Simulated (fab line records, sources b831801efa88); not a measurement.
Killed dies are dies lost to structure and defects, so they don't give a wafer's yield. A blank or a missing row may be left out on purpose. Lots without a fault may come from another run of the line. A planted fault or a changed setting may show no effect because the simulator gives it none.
Which tool did it? | flow gf180mcu | 12 lots, 36 wafers sampled, at 1 step of a route of 602

WHAT THE GAUGES READ, wafer by wafer
GF_M1_OVL_MEAS_15.
lot  | measured     | on         | M1_OVL (nm)
L075 | day 16 23:04 | overlay-01 | 8 5 6
L077 | day 17 22:43 | overlay-02 | 0 5 6
L080 | day 19 05:40 | overlay-01 | 0 0 2
L081 | day 20 00:11 | overlay-02 | 7 6 6
L083 | day 21 05:49 | overlay-02 | 5 9 0
L084 | day 21 13:18 | overlay-02 | -4 3 6
L087 | day 22 04:27 | overlay-02 | -2 -1 -7
L089 | day 22 21:04 | overlay-02 | 4 8 10
L092 | day 23 11:55 | overlay-02 | -1 5 -1
L093 | day 24 00:49 | overlay-02 | -5 -3 -2
L095 | day 24 22:33 | overlay-01 | 3 4 4
L097 | day 25 10:52 | overlay-02 | 0 -1 0

WHICH TOOL RAN EACH LOT (tool, then ch and the chambers of the sampled wafers, then the start)
The record holds no process step before these readings.

THE ANSWER, worked out from the rows above alone
Rule: what is usual is taken from the lots themselves. Put in order of their means at a reading, lots are off if they are a third of the lots or fewer, leave a main group of 4 or more, and stand apart from it by a gap of 3 or more times the standard deviation of the main group's means; of several such gaps the widest counts. A main group whose means are all the same, to the digits that the tables above print for the reading, isn't used. A lot without any number at a reading at which 4 lots or more have one is off too. The other lots that the step has rows for count as sound.
No lot is off at any reading shown: from this, nothing can be told.

WHAT THE SIMULATOR HAD PUT IN
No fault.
